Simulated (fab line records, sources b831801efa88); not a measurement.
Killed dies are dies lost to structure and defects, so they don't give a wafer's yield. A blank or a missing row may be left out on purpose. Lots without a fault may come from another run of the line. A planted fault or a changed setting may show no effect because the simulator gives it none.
fab line records | flow sky130
record lots=6 wafers=18 last_day=49
route steps=708 shown LI_CONTACT@370 LOCAL_INTERCONNECT@387 CONTACT@406 PAD_OPEN@708
lots that met no fault: from a run of the same line without faults
start_h: hours from the record's first day to the start of the lot's first wafer shown | wait_h: hours since the lot's step before | " the same as in the row above | L1.1+2: a row that stands for several wafers | - no value, or no start given | * or withheld: withheld | < > ~ a bound
route shown NAME@n: a module of which the file shows steps, and the number in the route of the first | usual: mean/standard deviation of fault-free wafers | same: alike in all rows | chamber/n: place in a boat | sites: the reading at each site | _std_site: their standard deviation | _edge_site: outer sites' mean less inner sites' | radius_mm: how far each site lies from the wafer's centre | mask NAME#n: copy n | behind: the tool/chamber that last shaped the wafer | hold: why the lot was held/for how many hours/how that ended | device: the transistor (n, p or np) that didn't switch | end of line: the same wafers' tests at the end of the route | a step without rows: its recipe alone | killed: dies lost to structure and defects at the first sort, not the wafer's yield | map: a wafer's dies, x killed, . not, _ none there
set.NAME: the setting as run; set.NAME@STEP: as run at that earlier step | model.NAME: the simulator's own value behind a step, which no gauge read
lots at some steps of the route; a table a step, a row a wafer
services: from which hour (start_h, from the record's first day; less than 0 if before it) a tool's chamber was out of use, for how many hours, and why
## steps
# step SKY_LI_CONTACT_SOFTBAKE_08
# recipe temp_c=100 time_s=90 resist=KrF-thick
# step SKY_LI_CONTACT_EXPOSE_09
# recipe mask_id=LICM1 na=0.8 source_shape=annular sigma_inner=0.55 sigma_outer=0.85 target_cd_nm=170 dose_mj=38
# step SKY_LI_CONTACT_PEB_10
# recipe peb_temp_c=withheld peb_time_s=withheld resist=KrF-thick
# step SKY_LI_CONTACT_DEVELOP_11
# recipe develop_time_s=60 resist=KrF-thick dev_temp_c=21
# step SKY_LI_CONTACT_CD_MEAS_12
# recipe target_cd_nm=170
# usual cd_nm=169.9/1.5
# columns lot.wafer tool chamber start_h wait_h cd_nm
L522.1 cd_sem-02 - 704.93 - 170.2
L522.2 " - " " 169.1
L522.5 " - " " 170.5
L525.2 cd_sem-01 - 730.60 - 172.9
L525.3 " - " " 172.6
L525.6 " - " " 172.9
L529.3 cd_sem-01 - 755.80 - 168.2
L529.4 " - " " 168.9
L529.5 " - " " 168.6
L534.3 cd_sem-01 - 805.29 - 171.8
L534.4 " - " " 170.6
L534.5 " - " " 169.6
L535.2 cd_sem-02 - 808.43 - 170.1
L535.3 " - " " 170.6
L535.5 " - " " 172.0
L539.2 cd_sem-01 - 825.64 - 169.5
L539.3 " - " " 169.4
L539.4 " - " " 170.0
# step SKY_LI_CONTACT_OVL_MEAS_13
# usual LI_CONTACT_OVL=0/6
# columns lot.wafer tool chamber start_h wait_h LI_CONTACT_OVL[nm]
L522.1 overlay-02 - 705.05 0.1 -3
L522.2 " - " " 6
L522.5 " - " " 0
L525.2 overlay-02 - 730.70 0.1 -8
L525.3 " - " " -5
L525.6 " - " " -6
L529.3 overlay-02 - 755.90 0.1 14
L529.4 " - " " 12
L529.5 " - " " 10
L534.3 overlay-02 - 805.38 0.1 -14
L534.4 " - " " 0
L534.5 " - " " -5
L535.2 overlay-02 - 808.54 0.1 7
L535.3 " - " " 0
L535.5 " - " " 2
L539.2 overlay-02 - 825.75 0.1 -2
L539.3 " - " " -5
L539.4 " - " " -7
# step SKY_LI_CONTACT_ETCH_14
# recipe chemistry=N2/H2 target=BARC ion_energy_ev=200 source_w=500 bias_w=100 pressure_mtorr=30 n2_flow_sccm=100 h2_flow_sccm=200 stop_on=SiO2 time_s=45.9 target_depth_a=600
# step SKY_LI_CONTACT_ETCH_15
# recipe target=PSG chemistry=C4F8/O2/Ar stop_on=Si taper_deg=4.15 mask_material=KrF-thick source_w=1500 bias_w=1200 pressure_mtorr=40 c4f8_flow_sccm=withheld O2_flow_sccm=6 Ar_flow_sccm=300 time_s=withheld target_depth_a=6000
# usual oes_product_au=0.837/0.0046
# columns lot.wafer tool chamber start_h wait_h oes_product_au
L522.1 rie_diel-04 0 705.13 0.0 0.829
L522.2 " 1 " " 0.835
L522.5 " 3 " " 0.839
L525.2 rie_diel-03 0 730.78 0.0 0.839
L525.3 " 3 " " 0.841
L525.6 " 3 " " 0.840
L529.3 rie_diel-04 3 755.96 0.0 0.837
L529.4 " 0 " " 0.844
L529.5 " 1 " " 0.835
L534.3 rie_diel-03 1 805.45 0.0 0.832
L534.4 " 2 " " 0.838
L534.5 " 3 " " 0.836
L535.2 rie_diel-03 1 808.61 0.0 0.838
L535.3 " 0 " " 0.844
L535.5 " 1 " " 0.836
L539.2 rie_diel-01 1 825.82 0.0 0.835
L539.3 " 0 " " 0.836
L539.4 " 1 " " 0.840
# step SKY_LI_CONTACT_STRIP_16
# recipe chemistry=O2/N2 power_w=1400 pressure_mtorr=1500 platen_temp_c=withheld o2_flow_sccm=3000 n2_flow_sccm=300 overash_fraction=0.5
# step SKY_LI_CONTACT_CLEAN_17
# recipe chemistry=NMP time_s=600 temp_c=60 dry=n2_spin
# step SKY_LI_CONTACT_PRE_CLEAN_18
# recipe gas=Ar time_s=5.6 bias_v=358
# step SKY_LI_CONTACT_SPUTTER_19
# recipe material=Ti target_thk_nm=20 chamber_pressure_pa=5 power_w=2500 substrate_temp_c=200 time_s=106.37
# step SKY_LI_CONTACT_SPUTTER_20
# recipe material=TiN target_thk_nm=20 chamber_pressure_pa=5 power_w=4000 time_s=80
# usual cathode_dc_power_W=4000.0/0.65 throttle_valve_pct=29.6/1.1
# columns lot.wafer tool chamber start_h wait_h cathode_dc_power_W throttle_valve_pct
L522.1 pvd_sputter-02 - 705.62 0.0 4000.0 29.6
L522.2 " - " " 3999.6 29.1
L522.5 " - " " 4000.3 30.4
L525.2 pvd_sputter-02 - 732.21 0.0 4000.4 31.1
L525.3 " - " " 3999.6 29.6
L525.6 " - " " 3999.3 31.2
L529.3 pvd_sputter-04 - 756.42 0.0 4000.3 28.4
L529.4 " - " " 4001.6 29.9
L529.5 " - " " 4000.5 28.6
L534.3 pvd_sputter-03 - 805.90 0.0 4001.3 29.1
L534.4 " - " " 3999.2 27.6
L534.5 " - " " 4000.1 30.8
L535.2 pvd_sputter-04 - 809.07 0.0 4000.5 29.8
L535.3 " - " " 3999.2 28.2
L535.5 " - " " 4000.4 29.6
L539.2 pvd_sputter-04 - 826.27 0.0 3999.8 29.6
L539.3 " - " " 4000.7 28.9
L539.4 " - " " 3999.1 28.3
# step SKY_LI_CONTACT_CVD_21
# recipe material=W target_thk_nm=400 time_s=120.56 temp_c=404 pressure_torr=40
# usual heater_power_w=933/62
# columns lot.wafer tool chamber start_h wait_h heater_power_w
L522.1 cvd_w-01 1 705.68 0.0 994
L522.2 " 0 " " 797
L522.5 " 0 " " 830
L525.2 cvd_w-02 1 732.28 0.0 962
L525.3 " 1 " " 965
L525.6 " 0 " " 914
L529.3 cvd_w-02 0 756.52 0.1 918
L529.4 " 1 " " 995
L529.5 " 0 " " 926
L534.3 cvd_w-02 0 806.00 0.1 924
L534.4 " 1 " " 1001
L534.5 " 0 " " 919
L535.2 cvd_w-02 1 809.13 0.0 981
L535.3 " 0 " " 915
L535.5 " 0 " " 928
L539.2 cvd_w-01 0 826.34 0.0 833
L539.3 " 1 " " 1009
L539.4 " 0 " " 829
# step SKY_LI_CONTACT_RS_MEAS_22
# recipe thk_meas_gauge=four-point-probe reads=W_of_LI_CONTACT_CVD_21+TiN_of_LI_CONTACT_SPUTTER_20+Ti_of_LI_CONTACT_SPUTTER_19
# usual LI_CONTACT_W_RS=0.266/0.0035
# columns lot.wafer tool chamber start_h wait_h LI_CONTACT_W_RS[ohm/sq]
L522.1 film_metro-01 - 705.80 0.1 0.263
L522.2 " - " " 0.266
L522.5 " - " " 0.264
L525.2 film_metro-02 - 732.42 0.1 0.261
L525.3 " - " " 0.262
L525.6 " - " " 0.269
L529.3 film_metro-02 - 756.64 0.1 0.268
L529.4 " - " " 0.263
L529.5 " - " " 0.272
L534.3 film_metro-02 - 806.13 0.1 0.271
L534.4 " - " " 0.262
L534.5 " - " " 0.274
L535.2 film_metro-03 - 809.27 0.1 0.267
L535.3 " - " " 0.271
L535.5 " - " " 0.270
L539.2 film_metro-02 - 826.48 0.1 0.266
L539.3 " - " " 0.264
L539.4 " - " " 0.266
# step SKY_LI_CONTACT_THK_MEAS_23
# recipe thk_meas_gauge=xrf reads=W_of_LI_CONTACT_CVD_21
# usual LI_CONTACT_W_THK=430/7.7
# columns lot.wafer tool chamber start_h wait_h LI_CONTACT_W_THK[nm]
L522.1 film_metro-01 - 705.92 0.1 433
L522.2 " - " " 435
L522.5 " - " " 433
L525.2 film_metro-02 - 732.53 0.1 438
L525.3 " - " " 438
L525.6 " - " " 427
L529.3 film_metro-02 - 756.74 0.1 425
L529.4 " - " " 432
L529.5 " - " " 417
L534.3 film_metro-02 - 806.23 0.1 427
L534.4 " - " " 441
L534.5 " - " " 421
L535.2 film_metro-03 - 809.38 0.1 429
L535.3 " - " " 426
L535.5 " - " " 428
L539.2 film_metro-02 - 826.59 0.1 422
L539.3 " - " " 422
L539.4 " - " " 422
# step SKY_LI_CONTACT_CMP_24
# recipe stop_on=PSG t_overpolish_s=20 down_force_psi=3.5 platen_rpm=60 target_thk_nm=0 pad_velocity_m_s=0.94248
# step SKY_LOCAL_INTERCONNECT_SPUTTER_00
# recipe material=TiN target_thk_nm=100 temp_c=300 power_w=6500 time_s=83.3 chamber_pressure_pa=0.4
# usual cathode_dc_power_W=6499.8/1.1 throttle_valve_pct=29.6/1
# columns lot.wafer tool chamber start_h wait_h cathode_dc_power_W throttle_valve_pct
L522.1 pvd_sputter-04 - 706.28 0.2 6500.8 29.1
L522.2 " - " " 6501.5 28.4
L522.5 " - " " 6499.6 29.8
L525.2 pvd_sputter-04 - 732.88 0.2 6500.1 29.5
L525.3 " - " " 6498.1 29.9
L525.6 " - " " 6500.1 28.9
L529.3 pvd_sputter-02 - 757.08 0.1 6498.7 31.3
L529.4 " - " " 6497.8 30.2
L529.5 " - " " 6500.0 29.1
L534.3 pvd_sputter-04 - 806.57 0.1 6499.0 28.3
L534.4 " - " " 6499.3 29.0
L534.5 " - " " 6501.0 30.2
L535.2 pvd_sputter-01 - 809.73 0.1 6500.4 30.1
L535.3 " - " " 6499.6 28.4
L535.5 " - " " 6500.2 31.5
L539.2 pvd_sputter-01 - 826.94 0.2 6499.5 28.3
L539.3 " - " " 6500.2 30.4
L539.4 " - " " 6498.7 28.6
# step SKY_LOCAL_INTERCONNECT_RS_MEAS_01
# recipe thk_meas_gauge=four-point-probe reads=TiN_of_LOCAL_INTERCONNECT_SPUTTER_00
# usual LOCAL_INTERCONNECT_TIN_RS=14.12/0.13
# columns lot.wafer tool chamber start_h wait_h LOCAL_INTERCONNECT_TIN_RS[ohm/sq]
L522.1 film_metro-03 - 706.35 0.0 14.14
L522.2 " - " " 14.02
L522.5 " - " " 14.02
L525.2 film_metro-04 - 732.96 0.1 14.08
L525.3 " - " " 14.20
L525.6 " - " " 14.24
L529.3 film_metro-01 - 757.19 0.1 13.94
L529.4 " - " " 14.13
L529.5 " - " " 14.01
L534.3 film_metro-03 - 806.67 0.1 14.07
L534.4 " - " " 14.12
L534.5 " - " " 14.19
L535.2 film_metro-04 - 809.82 0.1 14.21
L535.3 " - " " 14.27
L535.5 " - " " 14.10
L539.2 film_metro-04 - 827.02 0.1 14.15
L539.3 " - " " 14.25
L539.4 " - " " 14.34
# step SKY_LOCAL_INTERCONNECT_THK_MEAS_02
# recipe thk_meas_gauge=xrf reads=TiN_of_LOCAL_INTERCONNECT_SPUTTER_00
# usual LOCAL_INTERCONNECT_TIN_THK=101.0/1
# columns lot.wafer tool chamber start_h wait_h LOCAL_INTERCONNECT_TIN_THK[nm]
L522.1 film_metro-03 - 706.47 0.1 100.7
L522.2 " - " " 101.8
L522.5 " - " " 102.0
L525.2 film_metro-04 - 733.07 0.1 100.9
L525.3 " - " " 100.4
L525.6 " - " " 100.2
L529.3 film_metro-01 - 757.29 0.1 102.5
L529.4 " - " " 101.4
L529.5 " - " " 102.0
L534.3 film_metro-03 - 806.77 0.1 100.8
L534.4 " - " " 100.9
L534.5 " - " " 100.7
L535.2 film_metro-04 - 809.93 0.1 99.8
L535.3 " - " " 99.3
L535.5 " - " " 101.3
L539.2 film_metro-04 - 827.13 0.1 100.1
L539.3 " - " " 100.2
L539.4 " - " " 99.2
# step SKY_LOCAL_INTERCONNECT_DEHYDRATE_03
# recipe temp_c=200 time_s=60
# step SKY_LOCAL_INTERCONNECT_HMDS_04
# recipe prime_time_s=60 prime_temp_c=120
# step SKY_LOCAL_INTERCONNECT_COAT_05
# recipe resist=BARC temp_c=withheld time_s=withheld spin_rpm=3000 resist_thk_nm=60
# step SKY_LOCAL_INTERCONNECT_COAT_06
# recipe resist=KrF-thick spin_rpm=3000 resist_thk_nm=450
# step SKY_LOCAL_INTERCONNECT_SOFTBAKE_07
# recipe temp_c=100 time_s=90 resist=KrF-thick
# step SKY_LOCAL_INTERCONNECT_EXPOSE_08
# recipe mask_id=LI1M na=0.8 source_shape=annular sigma_inner=0.55 sigma_outer=0.85 target_cd_nm=170 dose_mj=28
# step SKY_LOCAL_INTERCONNECT_PEB_09
# recipe peb_temp_c=withheld peb_time_s=withheld resist=KrF-thick
# step SKY_LOCAL_INTERCONNECT_DEVELOP_10
# recipe develop_time_s=60 resist=KrF-thick dev_temp_c=21
# step SKY_LOCAL_INTERCONNECT_CD_MEAS_11
# recipe target_cd_nm=170
# usual cd_nm=169.8/1.6
# columns lot.wafer tool chamber start_h wait_h cd_nm
L522.1 cd_sem-01 - 733.88 - 169.9
L522.2 " - " " 170.7
L522.5 " - " " 169.1
L525.2 cd_sem-01 - 761.65 - 169.1
L525.3 " - " " 167.9
L525.6 " - " " 167.7
L529.3 cd_sem-02 - 783.65 - 168.8
L529.4 " - " " 166.5
L529.5 " - " " 169.4
L534.3 cd_sem-01 - 832.92 - 169.1
L534.4 " - " " 170.1
L534.5 " - " " 169.5
L535.2 cd_sem-02 - 836.58 - 168.1
L535.3 " - " " 168.4
L535.5 " - " " 169.6
L539.2 cd_sem-01 - 853.65 - 168.6
L539.3 " - " " 169.5
L539.4 " - " " 170.2
# step SKY_LOCAL_INTERCONNECT_OVL_MEAS_12
# usual LOCAL_INTERCONNECT_OVL=-4/4.4
# columns lot.wafer tool chamber start_h wait_h LOCAL_INTERCONNECT_OVL[nm]
L522.1 overlay-02 - 734.00 0.1 2
L522.2 " - " " 2
L522.5 " - " " 1
L525.2 overlay-01 - 761.75 0.1 -8
L525.3 " - " " -8
L525.6 " - " " -7
L529.3 overlay-02 - 783.75 0.1 -4
L529.4 " - " " -8
L529.5 " - " " -5
L534.3 overlay-02 - 833.02 0.1 -2
L534.4 " - " " -3
L534.5 " - " " -4
L535.2 overlay-01 - 836.69 0.1 -2
L535.3 " - " " -3
L535.5 " - " " -4
L539.2 overlay-01 - 853.76 0.1 -3
L539.3 " - " " -8
L539.4 " - " " -5
# step SKY_LOCAL_INTERCONNECT_ETCH_13
# recipe chemistry=N2/H2 target=BARC ion_energy_ev=200 bias_w=100 pressure_mtorr=30 n2_flow_sccm=100 h2_flow_sccm=200 icp_w=500 stop_on=SiO2 time_s=45.9 target_depth_a=600
# usual drypump_motor_current_A=6.1/0.44 oes_product_au=0.854/0.0044 throttle_valve_pct=13.224/0.0097
# columns lot.wafer tool chamber start_h wait_h drypump_motor_current_A oes_product_au rf_hours_counter_h throttle_valve_pct
L522.1 rie_metal-04 1 734.04 0.0 6.6 0.861 12 13.221
L522.2 " 0 " " 5.9 0.846 12 13.241
L522.5 " 1 " " 6.6 0.856 - 13.225
L525.2 rie_metal-04 0 761.78 0.0 5.9 0.854 13 13.220
L525.3 " 1 " " 6.5 0.853 - 13.227
L525.6 " 0 " " 5.9 0.850 - 13.202
L529.3 rie_metal-01 1 783.79 0.0 5.2 0.853 - 13.220
L529.4 " 0 " " 5.9 0.858 - 13.235
L529.5 " 1 " " 5.2 0.855 - 13.221
L534.3 rie_metal-01 0 833.06 0.0 5.9 0.850 - 13.223
L534.4 " 1 " " 5.2 0.857 - 13.218
L534.5 " 0 " " 5.8 0.858 - 13.218
L535.2 rie_metal-02 1 836.72 0.0 6.1 0.857 13 13.216
L535.3 " 0 " " 6.4 0.859 - 13.229
L535.5 " 1 " " 6.1 0.860 - 13.202
L539.2 rie_metal-02 0 853.79 0.0 6.4 0.855 8 13.220
L539.3 " 0 " " 6.4 0.860 - 13.228
L539.4 " 1 " " 6.1 0.856 - 13.227
# step SKY_LOCAL_INTERCONNECT_METAL_ETCH_14
# recipe target_depth_nm=110 stop_on=PSG chemistry=Cl2/BCl3 target=TiN resist_sidewall_deg=88 pressure_mtorr=10 icp_w=900 bias_w=48.5 Cl2_flow_sccm=60 bcl3_flow_sccm=30 time_s=31.4
# step SKY_LOCAL_INTERCONNECT_STRIP_15
# recipe chemistry=O2/N2 power_w=1400 pressure_mtorr=1500 platen_temp_c=withheld o2_flow_sccm=3000 n2_flow_sccm=300 overash_fraction=0.5
# step SKY_LOCAL_INTERCONNECT_STRIP_16
# recipe chemistry=post_etch_residue_remover time_s=1200 temp_c=72.5
# step SKY_LOCAL_INTERCONNECT_CLEAN_17
# recipe chemistry=IPA time_s=180 temp_c=25
# step SKY_LOCAL_INTERCONNECT_CLEAN_18
# recipe chemistry=O3/DIW dry=n2_spin
# step SKY_CONTACT_CVD_00
# recipe material=Si3N4 target_thk_nm=75 temp_c=400 time_s=withheld rf_w=450
# usual heater_power_w=741/120
# columns lot.wafer tool chamber start_h wait_h heater_power_w
L522.1 pecvd-01 2 734.75 0.0 623
L522.2 " 0 " " 1131
L522.5 " 0 " " 1108
L525.2 pecvd-04 1 762.50 0.0 711
L525.3 " 0 " " 814
L525.6 " 2 " " 595
L529.3 pecvd-04 1 784.52 0.0 761
L529.4 " 2 " " 568
L529.5 " 0 " " 743
L534.3 pecvd-02 0 833.80 0.0 723
L534.4 " 2 " " 817
L534.5 " 0 " " 725
L535.2 pecvd-04 0 837.43 0.0 725
L535.3 " 1 " " 642
L535.5 " 2 " " 544
L539.2 pecvd-02 2 854.49 0.0 766
L539.3 " 0 " " 727
L539.4 " 2 " " 761
# step SKY_CONTACT_THK_MEAS_01
# recipe reads=Si3N4_of_CONTACT_CVD_00
# usual CONTACT_CVD_00_THK=74.8/0.9
# columns lot.wafer tool chamber start_h wait_h CONTACT_CVD_00_THK[nm]
L522.1 film_metro-04 - 734.78 - 74.2
L522.2 " - " " 73.4
L522.5 " - " " 75.2
L525.2 film_metro-04 - 762.54 - 73.4
L525.3 " - " " 74.0
L525.6 " - " " 74.5
L529.3 film_metro-04 - 784.57 - 73.5
L529.4 " - " " 74.3
L529.5 " - " " 73.3
L534.3 film_metro-04 - 833.86 - 74.9
L534.4 " - " " 75.3
L534.5 " - " " 75.5
L535.2 film_metro-03 - 837.47 - 73.4
L535.3 " - " " 73.7
L535.5 " - " " 75.0
L539.2 film_metro-03 - 854.55 - 73.7
L539.3 " - " " 74.4
L539.4 " - " " 74.6
# step SKY_CONTACT_HDPCVD_02
# recipe material=SiO2 target_thk_nm=565 sigma_open_frac=0.3 time_s=94.2 temp_c=600 sih4_flow_sccm=60 pressure_mtorr=6
# step SKY_CONTACT_THK_MEAS_03
# recipe reads=SiO2_of_CONTACT_HDPCVD_02
# usual CONTACT_HDPCVD_THK=566/5.2
# columns lot.wafer tool chamber start_h wait_h CONTACT_HDPCVD_THK[nm]
L522.1 film_metro-02 - 734.91 0.0 567
L522.2 " - " " 568
L522.5 " - " " 573
L525.2 film_metro-04 - 762.67 0.0 564
L525.3 " - " " 556
L525.6 " - " " 562
L529.3 film_metro-02 - 784.70 0.1 559
L529.4 " - " " 565
L529.5 " - " " 557
L534.3 film_metro-03 - 833.98 0.1 573
L534.4 " - " " 573
L534.5 " - " " 572
L535.2 film_metro-02 - 837.60 0.0 574
L535.3 " - " " 573
L535.5 " - " " 572
L539.2 film_metro-04 - 854.68 0.0 561
L539.3 " - " " 565
L539.4 " - " " 564
# step SKY_CONTACT_CMP_04
# recipe material=SiO2 down_force_psi=4 platen_rpm=60 pad_velocity_m_s=0.94248
# step SKY_CONTACT_BOW_MEAS_05
# recipe mode=bow
# usual CONTACT_BOW=83/7.8
# columns lot.wafer tool chamber start_h wait_h CONTACT_BOW[um]
L522.1 film_metro-04 - 735.27 0.2 75
L522.2 " - " " 90
L522.5 " - " " 62
L525.2 film_metro-02 - 763.04 0.2 80
L525.3 " - " " 72
L525.6 " - " " 84
L529.3 film_metro-02 - 785.15 0.3 90
L529.4 " - " " 84
L529.5 " - " " 93
L534.3 film_metro-04 - 834.36 0.2 87
L534.4 " - " " 92
L534.5 " - " " 77
L535.2 film_metro-02 - 837.97 0.2 95
L535.3 " - " " 92
L535.5 " - " " 77
L539.2 film_metro-02 - 855.05 0.2 91
L539.3 " - " " 90
L539.4 " - " " 88
# step SKY_PAD_OPEN_PROBE_99
# usual killed_at_M0_to_M3=44/7.4 killed_at_M4_up=3.2/2 killed_at_contacts=24/5.1 killed_at_front_end=15/4.8 killed_at_other=0.2/0.46 killed_dies=86/10 killed_open=47/7.5 killed_short=39/7
# same gross_dies=492 killed_at_back_side=0
# columns lot.wafer tool chamber start_h wait_h killed_at_M0_to_M3 killed_at_M4_up killed_at_contacts killed_at_front_end killed_at_other killed_dies killed_open killed_short
L525.2 prober-02 - 1117.75 0.1 48 1 21 28 0 98 49 49
L525.3 prober-02 - 1117.80 0.2 47 3 31 16 0 97 56 41
L525.6 prober-02 - 1117.95 0.2 45 2 12 10 0 69 35 34
L529.3 prober-01 - 1135.83 0.2 30 2 21 15 0 68 41 27
L529.4 prober-01 - 1135.88 0.2 48 4 24 17 0 93 49 44
L529.5 prober-01 - 1135.93 0.2 59 1 19 24 0 103 56 47
L535.2 prober-01 - 1172.63 0.1 42 1 59 11 1 114 46 34
L535.3 prober-01 - 1172.68 0.2 32 3 76 15 0 126 30 39
L535.5 prober-01 - 1172.78 0.2 44 8 53 13 0 118 51 33
L539.2 prober-02 - 1182.82 0.1 29 3 57 7 0 96 31 32
L539.3 prober-02 - 1182.87 0.2 31 4 77 16 0 128 35 38
L539.4 prober-02 - 1182.92 0.2 37 5 79 9 1 131 39 32
# killed by level:class
L525.2 VIA1:geometric_particle:open=13 POLY_GATE:geometric_particle:short=9 CONTACT:geometric_particle:open=8 VIA1:geometric_particle:short=7 FIELD_ISO:geometric_particle:open=6 METAL1:geometric_particle:short=6 METAL2:geometric_particle:short=6 FIELD_ISO:geometric_particle:short=5
L525.3 VIA1:geometric_particle:open=11 LI_CONTACT:geometric_particle:open=9 CONTACT:geometric_particle:open=9 VIA2:geometric_particle:open=8 METAL1:geometric_particle:short=7 VIA3:geometric_particle:open=6 FIELD_ISO:geometric_particle:open=5 FIELD_ISO:geometric_particle:short=5
L525.6 VIA1:geometric_particle:open=12 VIA2:geometric_particle:open=10 FIELD_ISO:geometric_particle:short=6 VIA1:geometric_particle:short=4 METAL2:geometric_particle:short=4 VIA2:geometric_particle:short=4 LOCAL_INTERCONNECT:geometric_particle:short=3 CONTACT:geometric_particle:short=3
L529.3 CONTACT:geometric_particle:open=11 FIELD_ISO:geometric_particle:open=7 VIA1:geometric_particle:open=6 VIA2:geometric_particle:open=5 LI_CONTACT:geometric_particle:open=4 FIELD_ISO:geometric_particle:short=3 LOCAL_INTERCONNECT:geometric_particle:short=3 CONTACT:geometric_particle:short=3
L529.4 CONTACT:geometric_particle:open=13 VIA1:geometric_particle:open=11 FIELD_ISO:geometric_particle:short=7 VIA3:geometric_particle:open=7 VIA1:geometric_particle:short=7 METAL2:geometric_particle:short=7 LOCAL_INTERCONNECT:geometric_particle:short=5 FIELD_ISO:geometric_particle:open=3
L529.5 VIA1:geometric_particle:open=14 CONTACT:geometric_particle:open=10 VIA1:geometric_particle:short=10 METAL1:geometric_particle:short=7 FIELD_ISO:geometric_particle:open=6 VIA2:geometric_particle:open=6 VIA3:geometric_particle:open=6 FIELD_ISO:geometric_particle:short=5
L535.2 LI_CONTACT:unspecified=34 VIA1:geometric_particle:open=13 LI_CONTACT:geometric_particle:open=9 CONTACT:geometric_particle:open=6 VIA3:geometric_particle:open=6 CONTACT:geometric_particle:short=5 METAL2:geometric_particle:short=5 VIA1:geometric_particle:short=4
L535.3 LI_CONTACT:unspecified=57 VIA1:geometric_particle:short=7 FIELD_ISO:geometric_particle:open=5 CONTACT:geometric_particle:short=5 CONTACT:geometric_particle:open=5 METAL1:geometric_particle:short=5 METAL2:geometric_particle:short=4 VIA2:geometric_particle:open=4
L535.5 LI_CONTACT:unspecified=34 FIELD_ISO:geometric_particle:open=8 VIA2:geometric_particle:open=8 LI_CONTACT:geometric_particle:open=8 VIA1:geometric_particle:open=8 VIA3:geometric_particle:open=7 METAL4:geometric_particle:short=6 CONTACT:geometric_particle:open=5
L539.2 LI_CONTACT:unspecified=33 CONTACT:geometric_particle:open=9 METAL1:geometric_particle:short=5 VIA1:geometric_particle:open=5 LI_CONTACT:geometric_particle:open=4 LOCAL_INTERCONNECT:geometric_particle:short=4 VIA3:geometric_particle:open=4 LI_CONTACT:geometric_particle:short=3
L539.3 LI_CONTACT:unspecified=55 CONTACT:geometric_particle:open=8 VIA1:geometric_particle:short=8 LI_CONTACT:geometric_particle:open=6 VIA1:geometric_particle:open=5 FIELD_ISO:geometric_particle:open=4 FIELD_ISO:geometric_particle:short=4 METAL1:geometric_particle:short=4
L539.4 LI_CONTACT:unspecified=60 VIA1:geometric_particle:open=9 CONTACT:geometric_particle:open=8 METAL1:geometric_particle:short=7 VIA3:geometric_particle:open=6 VIA2:geometric_particle:open=5 POLY_GATE:geometric_particle:short=4 LI_CONTACT:geometric_particle:open=4
# map L535.3 (x killed, . not)
__________.........._________
________....x........._______
______.x................_____
_____..x....xx..x......x.____
____..x....xx....x.x......___
___...x.x..xxx.x..x........__
__..x...xxxxxxxxxxx.x.x....._
_.......xxxxxxxxxx...x...xx..
_xx.....xxxxxxxxx..x.....xx..
_...xx...xxxxxxxx.x.x.......x
_........xxxxxxx.xx.....x..x.
_.........x.xxxx........x.x.x
_...x........xx.xx.x.x...x...
_..........x...............x.
_...............x.....x..x...
__x.....xx................x._
___............x.......x...__
____.x...xx......x.......x___
_____....x...............____
______..x...x........x.x_____
________......x......._______
__________...x..xxx._________
# map L539.4 (x killed, . not)
__________x.x......._________
________......x...x..._______
______................x._____
_____.x....x...x.....x...____
____.......xx..x......x.x.___
___.x....xxxxxxxxx...x..x.x__
__x.....x.xxxxxxxxx.x...x..._
_.......xxxxxxxx.x........x..
_..x.x...xxxxxxxxxx.....x....
_....xx.xxxxxxxxxx.x.....x.x.
_....x..xxxxxxxx.....x.xx....
_.x.......x.xx.x.....x.......
_.....x.....xxx.......xxx.x..
_......x.x.......x.x......x..
_..x......x........x........x
__...x..x............x......_
___.x...x..........x..x....__
____.............x........___
_____....x...............____
______.x...x..x........._____
________x.....x....x.._______
__________x......xx._________
## services
# columns tool chamber start_h hours kind
pvd_sputter-03 - 691.45 30.1 repair
cvd_w-01 - 692.19 6.0 pm
pecvd-02 - 694.65 6.0 pm
pecvd-02 - 705.28 5.1 repair
rie_diel-01 2 705.83 6.2 repair
pecvd-01 - 707.34 1.9 repair
pecvd-02 2 709.37 20.0 repair
pvd_sputter-01 - 729.11 5.1 repair
rie_diel-01 1 733.91 6.7 repair
rie_diel-01 0 735.58 19.3 repair
pecvd-01 - 736.40 0.4 repair
cvd_w-01 - 743.25 0.3 repair
rie_metal-04 - 750.18 0.9 repair
pvd_sputter-03 - 756.71 6.4 repair
pvd_sputter-03 - 766.97 2.8 repair
cvd_w-01 - 775.01 6.9 pm
pvd_sputter-04 - 780.91 9.5 repair
pecvd-01 - 783.16 18.0 repair
pvd_sputter-02 - 798.21 108.1 repair
rie_diel-04 3 798.37 5.8 repair
pecvd-02 2 811.55 20.1 repair
rie_diel-04 1 814.28 2.7 repair
rie_diel-04 - 828.50 0.4 repair
rie_diel-03 - 837.99 0.5 repair
## key
first_sign step=SKY_PAD_OPEN_PROBE_99 reading=killed_at_contacts direction=up sigmas=8.5 usual=24 struck=67
effect step=SKY_PAD_OPEN_PROBE_99 reading=killed_dies direction=up sigmas=3.2 usual=86 struck=119
met_at SKY_LI_CONTACT_SPUTTER_20
struck_wafers L535.2,L535.3,L535.5,L539.2,L539.3,L539.4
tester_left_out L535,L539
onset_between 756.42 809.07
also_fits time
fault kind=chamber_particle_source tool=pvd_sputter-04 chamber=- onset_h=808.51 steps=SKY_LI_CONTACT_SPUTTER_20 rate_per_visit_cm2=1.0843 end_h=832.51
# tester_left_out: of these lots the tester's yield and bins aren't shown, on N5 and GAA mostly nor the transistor test; their killed dies are dies lost to structure and defects alone, not to doping, threshold or leakage, so they don't give the yield
